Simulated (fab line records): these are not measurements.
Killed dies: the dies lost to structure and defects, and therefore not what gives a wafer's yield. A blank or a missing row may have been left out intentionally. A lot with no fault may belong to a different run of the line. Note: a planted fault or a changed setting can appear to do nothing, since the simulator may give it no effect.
fab line records	flow gf180mcu
record lots=6	wafers=18	last_day=34
route steps=602 shown PSD@258 NSD@262 SAB@264 PASSIVATION@602
lots with no fault: from the same line, run without faults
start_h: start of the lot's first displayed wafer, in hours after the record's first day	wait_h: hours elapsed since this lot's preceding step	" identical to the entry in the row above	L1.1+2: several wafers, shown together as one row	- either no value or no given start	* or withheld: withheld	< > ~ a bound
route shown NAME@n: NAME is a module with steps in the file, n the number in the route of the first one	usual: mean/standard deviation of fault-free wafers	same: alike in all rows	chamber/n: place in a boat	sites: per-site readings	_std_site: their standard deviation	_edge_site: mean of outer sites minus mean of inner sites	radius_mm: for every site, how far away it sits from the centre of the wafer	mask NAME#n: copy n	behind: the last tool/chamber to shape the wafer	hold: why the lot went on hold/how many hours it stayed there/how the hold came to an end	device: names the non-switching transistor (n, p or np)	end of line: at the end of the route, the tests of the same wafers	a step given without rows: its recipe and nothing more	killed: at the first sort, the dies lost to defects and structure; wafer yield is something else	map: the dies of a wafer, with x for killed, . for not killed, _ for no die there
set.NAME: setting as actually run; set.NAME@STEP: the setting as run at that earlier step	model.NAME: the simulator's own value behind a step, which no gauge read
lots at selected steps of the route; one table per step, one row per wafer
services: a tool's chamber out of use, with start hour (start_h, from the record's first day; less than 0 if before it), hours out, and reason
## steps
# step GF_PSD_STRIP_10
# recipe chemistry=O2/N2	power_w=1400	pressure_mtorr=1500	platen_temp_c=250	o2_flow_sccm=3000	n2_flow_sccm=300	overash_fraction=0.5
# usual chamber_pressure_mTorr=1499.9/1.2	drypump_motor_current_A=5.7/0.48	heater_power_w=320/15	o2_flow_sccm=3000/9.1	oes_product_au=0.592/0.0044	strip_time_to_endpoint_s=16.54/0.04
lot.wafer	tool	chamber	start_h	wait_h	chamber_pressure_mTorr	drypump_motor_current_A	heater_power_w	o2_flow_sccm	oes_product_au	rf_hours_counter_h	strip_time_to_endpoint_s
L906.1	plasma_asher-03	1	317.26	0.1	1498.9	5.8	333	3004	0.597	68	16.52
L906.3	"	1	"	"	1498.9	5.8	335	3007	0.591	-	16.52
L906.6	"	0	"	"	1499.4	6.0	308	3003	0.587	-	16.49
L908.3	plasma_asher-03	0	336.09	0.1	1500.7	6.0	316	3000	0.602	-	16.55
L908.4	"	1	"	"	1498.3	5.8	335	2995	0.593	-	16.57
L908.6	"	0	"	"	1501.6	6.0	311	2997	0.591	-	16.58
L910.2	plasma_asher-04	0	352.41	0.1	1499.3	6.2	334	2994	0.595	25	16.56
L910.3	"	1	"	"	1497.0	4.9	299	2985	0.594	-	16.54
L910.6	"	1	"	"	1500.7	4.9	303	2998	0.589	-	16.58
L911.2	plasma_asher-04	1	360.06	0.1	1499.1	4.9	309	2995	0.588	26	16.56
L911.3	"	1	"	"	1500.2	4.9	302	3008	0.588	-	16.56
L911.4	"	0	"	"	1499.0	6.2	322	3008	0.597	-	16.60
L920.1	plasma_asher-04	1	437.05	0.1	1500.4	4.9	303	2991	0.598	35	16.46
L920.2	"	0	"	"	1501.0	6.2	322	3007	0.603	35	16.47
L920.4	"	0	"	"	1501.2	6.2	324	3009	0.587	-	16.47
L929.1	plasma_asher-04	0	510.50	0.1	1500.3	6.3	326	3010	0.598	43	16.52
L929.3	"	0	"	"	1502.2	6.3	332	3009	0.594	-	16.58
L929.6	"	0	"	"	1502.0	6.2	334	3006	0.589	-	16.55
# step GF_PSD_TW_MEAS_11
# usual PSD_TW=3147/33
lot.wafer	tool	chamber	start_h	wait_h	PSD_TW
L906.1	film_metro-01	-	317.36	0.1	3077
L906.3	"	-	"	"	3087
L906.6	"	-	"	"	3096
L908.3	film_metro-02	-	336.18	0.1	3151
L908.4	"	-	"	"	3162
L908.6	"	-	"	"	3160
L910.2	film_metro-02	-	352.52	0.1	3162
L910.3	"	-	"	"	3154
L910.6	"	-	"	"	3154
L911.2	film_metro-02	-	360.17	0.1	3175
L911.3	"	-	"	"	3175
L911.4	"	-	"	"	3183
L920.1	film_metro-01	-	437.15	0.1	3138
L920.2	"	-	"	"	3110
L920.4	"	-	"	"	3127
L929.1	film_metro-04	-	510.60	0.1	3175
L929.3	"	-	"	"	3183
L929.6	"	-	"	"	3177
# step GF_PSD_CLEAN_12
# recipe chemistry=SC1/SC2	mix=1:4:20	temp_c=70	time_s=150	dry=n2_spin
# step GF_PSD_RTA_13
# recipe temp_c=1025	time_s=20	ambient=N2
# usual chamber_o2_ppm=2.000/0.022	lamp_power_pct=34.4/2.3	wafer_temp_C_max=1028.6/0.68
lot.wafer	tool	chamber	start_h	wait_h	chamber_o2_ppm	lamp_power_pct	wafer_temp_C_max
L906.1	rtp_anneal-02	0	317.47	0.0	1.982	32.4	1028.4
L906.3	"	0	"	"	2.006	32.4	1029.2
L906.6	"	0	"	"	1.978	32.4	1028.6
L908.3	rtp_anneal-01	0	336.30	0.0	2.039	37.1	1027.7
L908.4	"	0	"	"	2.014	37.2	1028.0
L908.6	"	0	"	"	2.026	37.1	1027.4
L910.2	rtp_anneal-01	0	352.64	0.0	2.001	37.2	1028.3
L910.3	"	0	"	"	1.976	37.2	1028.7
L910.6	"	0	"	"	1.993	37.1	1029.0
L911.2	rtp_anneal-01	0	360.28	0.0	2.005	37.1	1028.0
L911.3	"	0	"	"	1.975	37.1	1029.5
L911.4	"	0	"	"	1.969	37.1	1027.8
L920.1	rtp_anneal-02	0	437.26	0.0	1.990	32.4	1028.4
L920.2	"	0	"	"	1.969	32.4	1027.9
L920.4	"	0	"	"	1.985	32.4	1028.4
L929.1	rtp_anneal-02	0	510.71	0.0	1.991	32.4	1029.0
L929.3	"	0	"	"	1.957	32.4	1029.0
L929.6	"	0	"	"	2.011	32.4	1029.2
# step GF_PSD_RS_MEAS_14
# recipe thk_meas_gauge=four-point-probe
# usual NSD_RS=46.12/0.081
lot.wafer	tool	chamber	start_h	wait_h	NSD_RS[ohm/sq]
L906.1	film_metro-02	-	317.55	0.1	46.13
L906.3	"	-	"	"	46.13
L906.6	"	-	"	"	46.11
L908.3	film_metro-04	-	336.39	0.1	46.16
L908.4	"	-	"	"	46.11
L908.6	"	-	"	"	46.20
L910.2	film_metro-01	-	352.73	0.1	46.00
L910.3	"	-	"	"	46.12
L910.6	"	-	"	"	45.99
L911.2	film_metro-04	-	360.37	0.1	46.19
L911.3	"	-	"	"	46.25
L911.4	"	-	"	"	46.17
L920.1	film_metro-02	-	437.35	0.1	46.12
L920.2	"	-	"	"	46.13
L920.4	"	-	"	"	46.22
L929.1	film_metro-02	-	510.80	0.1	46.17
L929.3	"	-	"	"	46.18
L929.6	"	-	"	"	46.14
# step GF_PSD_RS_MEAS_15
# recipe thk_meas_gauge=four-point-probe
# usual PSD_RS=108.5/0.3
lot.wafer	tool	chamber	start_h	wait_h	PSD_RS[ohm/sq]
L906.1	film_metro-02	-	317.67	0.1	108.2
L906.3	"	-	"	"	107.9
L906.6	"	-	"	"	108.1
L908.3	film_metro-04	-	336.51	0.1	108.3
L908.4	"	-	"	"	108.2
L908.6	"	-	"	"	108.5
L910.2	film_metro-01	-	352.85	0.1	108.7
L910.3	"	-	"	"	108.5
L910.6	"	-	"	"	108.3
L911.2	film_metro-04	-	360.49	0.1	108.8
L911.3	"	-	"	"	109.0
L911.4	"	-	"	"	108.5
L920.1	film_metro-02	-	437.47	0.1	108.8
L920.2	"	-	"	"	108.4
L920.4	"	-	"	"	108.7
L929.1	film_metro-02	-	510.92	0.1	108.6
L929.3	"	-	"	"	109.2
L929.6	"	-	"	"	109.0
# step GF_SAB_CVD_00
# recipe material=SiO2	target_thk_nm=50	precursor=TEOS	temp_c=400	time_s=4.9302	rf_w=600
# usual heater_power_w=634/83	susceptor_temp_C=400.06/0.22
lot.wafer	tool	chamber	start_h	wait_h	heater_power_w	susceptor_temp_C
L906.1	pecvd-01	1	317.79	0.1	781	400.21
L906.3	"	2	"	"	560	400.08
L906.6	"	0	"	"	615	400.10
L908.3	pecvd-02	2	336.59	0.1	607	399.73
L908.4	"	2	"	"	608	399.56
L908.6	"	1	"	"	521	400.15
L910.2	pecvd-02	1	352.95	0.1	501	400.15
L910.3	"	0	"	"	624	399.78
L910.6	"	1	"	"	501	400.30
L911.2	pecvd-04	0	360.59	0.1	599	399.89
L911.3	"	1	"	"	790	399.93
L911.4	"	1	"	"	759	399.80
L920.1	pecvd-01	1	437.59	0.1	824	400.07
L920.2	"	0	"	"	693	400.07
L920.4	"	0	"	"	683	400.07
L929.1	pecvd-02	0	511.04	0.1	635	399.73
L929.3	"	2	"	"	583	399.73
L929.6	"	0	"	"	623	400.01
# step GF_SAB_THK_MEAS_01
# recipe reads=SiO2_of_SAB_CVD_00
# usual SAB_CVD_00_THK=49.6/0.67
lot.wafer	tool	chamber	start_h	wait_h	SAB_CVD_00_THK[nm]
L906.1	film_metro-03	-	317.81	0.0	48.7
L906.3	"	-	"	"	49.0
L906.6	"	-	"	"	49.8
L908.3	film_metro-01	-	336.63	0.0	49.5
L908.4	"	-	"	"	50.2
L908.6	"	-	"	"	49.8
L910.2	film_metro-02	-	352.98	0.0	49.5
L910.3	"	-	"	"	50.4
L910.6	"	-	"	"	50.6
L911.2	film_metro-01	-	360.62	0.0	48.8
L911.3	"	-	"	"	49.0
L911.4	"	-	"	"	49.6
L920.1	film_metro-01	-	437.61	0.0	48.7
L920.2	"	-	"	"	49.7
L920.4	"	-	"	"	50.2
L929.1	film_metro-01	-	511.06	0.0	50.3
L929.3	"	-	"	"	49.7
L929.6	"	-	"	"	50.8
# step GF_SAB_DEHYDRATE_02
# recipe temp_c=200	time_s=60
# step GF_SAB_HMDS_03
# recipe prime_time_s=60	prime_temp_c=120
# step GF_SAB_COAT_04
# recipe resist=NOVOLAK	spin_rpm=3000	resist_thk_nm=1000
# step GF_SAB_SOFTBAKE_05
# recipe temp_c=90	time_s=60	resist=NOVOLAK
# step GF_SAB_EXPOSE_06
# recipe mask_id=SAB	target_cd_nm=420	na=0.6	source_shape=conventional	sigma_outer=0.6	dose_mj=140
# same sigma_outer=0.6
lot.wafer	tool	chamber	start_h	wait_h	mask
L906.1+3+6	iline_stepper-01	0	328.43	-	SAB#0
L908.3+4+6	iline_stepper-02	0	347.32	-	SAB#0
L910.2+3+6	iline_stepper-01	0	363.97	-	SAB#0
L911.2+3+4	iline_stepper-01	0	371.82	-	SAB#0
L920.1+2+4	iline_stepper-01	0	449.94	-	SAB#0
L929.1+3+6	iline_stepper-01	0	522.68	-	SAB#0
# step GF_SAB_PEB_07
# recipe temp_c=withheld	time_s=*	resist=NOVOLAK
# step GF_SAB_DEVELOP_08
# recipe develop_time_s=60	dev_temp_c=23
# step GF_SAB_CD_MEAS_09
# recipe target_cd_nm=420
# usual cd_nm=419.9/2.1
lot.wafer	tool	chamber	start_h	wait_h	cd_nm
L906.1	cd_sem-02	-	339.50	0.1	418.9
L906.3	"	-	"	"	419.1
L906.6	"	-	"	"	419.0
L908.3	cd_sem-01	-	358.20	0.1	419.3
L908.4	"	-	"	"	419.0
L908.6	"	-	"	"	419.0
L910.2	cd_sem-01	-	374.67	0.1	357.0
L910.3	"	-	"	"	418.7
L910.6	"	-	"	"	418.4
L911.2	cd_sem-02	-	382.52	0.1	359.8
L911.3	"	-	"	"	420.5
L911.4	"	-	"	"	419.9
L920.1	cd_sem-01	-	461.74	0.1	420.3
L920.2	"	-	"	"	419.2
L920.4	"	-	"	"	420.3
L929.1	cd_sem-01	-	533.75	0.1	418.6
L929.3	"	-	"	"	420.9
L929.6	"	-	"	"	421.0
# step GF_SAB_OVL_MEAS_10
# usual SAB_OVL=-0.3/1.4
lot.wafer	tool	chamber	start_h	wait_h	SAB_OVL[nm]
L906.1	overlay-01	-	339.62	0.1	-0.8
L906.3	"	-	"	"	-1.6
L906.6	"	-	"	"	-1.4
L908.3	overlay-02	-	358.29	0.1	-1.6
L908.4	"	-	"	"	-2.6
L908.6	"	-	"	"	-2.2
L910.2	overlay-01	-	374.78	0.1	-1.0
L910.3	"	-	"	"	1.6
L910.6	"	-	"	"	-1.3
L911.2	overlay-01	-	382.63	0.1	-0.2
L911.3	"	-	"	"	-1.2
L911.4	"	-	"	"	1.0
L920.1	overlay-01	-	461.86	0.1	-2.4
L920.2	"	-	"	"	-2.5
L920.4	"	-	"	"	-2.5
L929.1	overlay-02	-	533.87	0.1	-0.9
L929.3	"	-	"	"	-2.4
L929.6	"	-	"	"	-0.8
# step GF_SAB_ETCH_11
# recipe chemistry=C4F8/O2/Ar	mask_material=NOVOLAK	target=SiO2	target_depth_nm=55	source_w=1500	bias_w=1200	pressure_mtorr=40	c4f8_flow_sccm=withheld	O2_flow_sccm=6	Ar_flow_sccm=300	time_s=8.5
# usual chamber_pressure_mTorr=40.00/0.032	oes_product_au=1.002/0.013
lot.wafer	tool	chamber	start_h	wait_h	chamber_pressure_mTorr	oes_product_au	rf_hours_counter_h	model.SAB.cd_nm
L906.1	rie_diel-04	0	339.66	0.0	39.99	1.011	17	419.8
L906.3	"	1	"	"	40.04	0.991	122	419.1
L906.6	"	1	"	"	40.01	0.985	-	419.3
L908.3	rie_diel-04	0	358.31	0.0	40.06	1.002	17	420.4
L908.4	"	2	"	"	39.99	1.025	-	419.3
L908.6	"	3	"	"	39.99	1.009	-	418.1
L910.2	rie_diel-03	1	374.81	0.0	39.97	0.995	87	357.1
L910.3	"	3	"	"	39.98	0.995	19	418.2
L910.6	"	3	"	"	39.99	0.989	-	417.6
L911.2	rie_diel-04	2	382.66	0.0	39.91	1.030	71	359.4
L911.3	"	0	"	"	40.01	1.001	18	421.4
L911.4	"	3	"	"	39.98	1.004	9	419.2
L920.1	rie_diel-02	0	461.89	0.0	39.96	1.010	4	419.9
L920.2	"	1	"	"	40.04	1.004	47	418.5
L920.4	"	3	"	"	40.02	0.996	-	419.5
L929.1	rie_diel-02	2	533.91	0.0	39.99	0.986	14	418.8
L929.3	"	1	"	"	39.94	1.007	49	420
L929.6	"	0	"	"	39.96	0.982	-	420.2
# step GF_SAB_WET_ETCH_12
# recipe chemistry=dHF	target_depth_nm=22	dry=n2_spin	target=SiO2	temp_c=25	dilution=100:1	time_s=440
# step GF_PASSIVATION_PROBE_99
lot.wafer	tool	chamber	start_h	wait_h	model.etest.ppoly_u.length_nm
L906.1	prober-02	-	672.59	0.1	1009
L906.3	prober-02	-	672.69	0.2	999.1
L906.6	prober-02	-	672.84	0.2	1006
L908.3+4	prober-02	-	690.43	0.2	1001
L908.6	prober-02	-	690.58	0.2	998.7
L910.2	prober-02	-	702.64	0.1	935.8
L910.3	prober-02	-	702.69	0.2	999.4
L910.6	prober-02	-	702.84	0.2	996.2
L911.2	prober-01	-	707.49	0.1	944.6
L911.3+4	prober-01	-	707.54	0.2	1003
L920.1	prober-02	-	766.77	0.1	1002
L920.2	prober-02	-	766.82	0.1	998.1
L920.4	prober-02	-	766.92	0.2	996.8
L929.1	prober-01	-	813.58	0.1	1004
L929.3	prober-01	-	813.68	0.2	1007
L929.6	prober-01	-	813.83	0.2	1000
# killed by level:class
L906.1 CONTACT:geometric_particle:open=8 V1:geometric_particle:open=8 V5:geometric_particle:open=6 V3:geometric_particle:open=6 V4:geometric_particle:open=4 CONTACT:geometric_particle:short=3 M1:geometric_particle:short=3 M4:geometric_particle:short=3
L906.3 CONTACT:geometric_particle:open=7 V3:geometric_particle:open=6 M1:geometric_particle:short=4 V4:geometric_particle:open=4 V5:geometric_particle:open=4 M1:geometric_particle:open=3 V1:geometric_particle:open=3 M2:geometric_particle:short=3
L906.6 V2:geometric_particle:open=8 STI:geometric_particle:open=5 V4:geometric_particle:open=5 V5:geometric_particle:open=5 CONTACT:geometric_particle:short=4 V2:geometric_particle:short=4 CONTACT:geometric_particle:open=3 M1:geometric_particle:short=3
L908.3 CONTACT:geometric_particle:short=5 V1:geometric_particle:open=5 V3:geometric_particle:open=5 V4:geometric_particle:open=5 M5:geometric_particle:short=4 CONTACT:geometric_particle:open=3 M2:geometric_particle:short=3 V2:geometric_particle:short=3
L908.4 STI:geometric_particle:short=8 CONTACT:geometric_particle:open=4 V2:geometric_particle:open=4 M5:geometric_particle:short=4 V1:geometric_particle:open=3 V4:geometric_particle:open=3 V5:geometric_particle:open=3 STI:geometric_particle:open=2
L908.6 V4:geometric_particle:open=8 STI:geometric_particle:short=6 V1:geometric_particle:open=5 CONTACT:geometric_particle:open=4 V5:geometric_particle:short=4 V3:geometric_particle:open=3 V5:geometric_particle:open=3 V2:geometric_particle:open=2
L920.1 V5:geometric_particle:short=4 CONTACT:geometric_particle:open=3 M2:geometric_particle:short=3 V4:geometric_particle:open=3 STI:geometric_particle:open=2 CONTACT:geometric_particle:short=2 V1:geometric_particle:short=2 V3:geometric_particle:open=2
L920.2 V1:geometric_particle:open=5 V3:geometric_particle:open=5 CONTACT:geometric_particle:open=4 V1:geometric_particle:short=3 V4:geometric_particle:open=3 V5:geometric_particle:open=3 STI:geometric_particle:open=2 POLY_GATE:geometric_particle:short=2
L920.4 CONTACT:geometric_particle:open=6 V2:geometric_particle:open=5 STI:geometric_particle:open=3 V4:geometric_particle:open=3 M5:geometric_particle:short=3 V5:geometric_particle:open=3 STI:geometric_particle:short=2 CONTACT:geometric_particle:short=2
L929.1 CONTACT:geometric_particle:open=5 V3:geometric_particle:open=4 STI:geometric_particle:open=3 CONTACT:geometric_particle:short=3 M1:geometric_particle:short=3 V1:geometric_particle:open=3 V5:geometric_particle:open=3 V1:geometric_particle:short=2
L929.3 V3:geometric_particle:open=10 V5:geometric_particle:open=7 STI:geometric_particle:short=4 M1:geometric_particle:short=4 V3:geometric_particle:short=4 V4:geometric_particle:open=4 STI:geometric_particle:open=3 CONTACT:geometric_particle:open=3
L929.6 V3:geometric_particle:short=7 CONTACT:geometric_particle:open=6 V4:geometric_particle:open=6 V2:geometric_particle:short=3 M3:geometric_particle:short=3 V3:geometric_particle:open=3 V5:geometric_particle:open=3 V5:geometric_particle:short=3
## services
tool	chamber	start_h	hours	kind
pecvd-01	-	299.60	2.8	pm
rie_diel-03	-	307.19	14.6	pm
iline_stepper-01	-	308.27	1.7	pm
rie_diel-04	3	308.48	4.4	repair
pecvd-04	-	308.74	14.6	pm
rie_diel-02	1	318.03	9.1	repair
iline_stepper-01	-	322.60	5.5	repair
pecvd-04	0	328.04	2.5	repair
pecvd-01	2	353.90	16.6	repair
plasma_asher-04	-	354.91	0.9	repair
iline_stepper-02	-	371.44	5.4	repair
rie_diel-03	2	393.76	98.7	repair
iline_stepper-02	-	398.12	1.7	repair
pecvd-02	0	399.89	16.1	repair
plasma_asher-04	-	416.50	0.6	repair
plasma_asher-03	-	421.25	9.0	pm
plasma_asher-03	-	424.39	1.2	repair
pecvd-02	0	441.99	4.9	repair
rtp_anneal-01	-	450.14	2.0	repair
plasma_asher-03	-	452.15	2.8	repair
pecvd-02	-	455.02	0.7	repair
rie_diel-02	2	460.47	50.8	repair
iline_stepper-01	-	462.61	3.4	repair
iline_stepper-01	-	526.45	1.7	pm
## key
first_sign step=GF_SAB_CD_MEAS_09	reading=cd_nm	direction=down	sigmas=29	usual=419.9	struck=358.4
effect none on later readings
model_effect step=GF_SAB_ETCH_11	value=SAB.cd_nm	without=419.9	struck=358.2
model_effect step=GF_PASSIVATION_PROBE_99	value=etest.ppoly_u.length_nm	without=1002	struck=940.2
met_at GF_SAB_EXPOSE_06
struck_wafers L910.2,L911.2
sort_left_out L910.2,L911.2
tester_left_out L910,L911
onset_between 328.43 363.97
fault kind=process_parameter_drift	tool=iline_stepper-01	chamber=-	onset_h=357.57	steps=GF_SAB_EXPOSE_06	channel=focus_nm	offset=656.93	shape=step	end_h=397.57	scope=struck_wafers_only
# tester_left_out: of these lots the tester's yield and bins aren't shown, on N5 and GAA mostly nor the transistor test; their killed dies are dies lost to structure and defects alone, not to doping, threshold or leakage, so they don't give the yield
# sort_left_out: the simulated sort isn't trusted on such a fault, so these wafers' sort isn't shown, and their yield isn't known
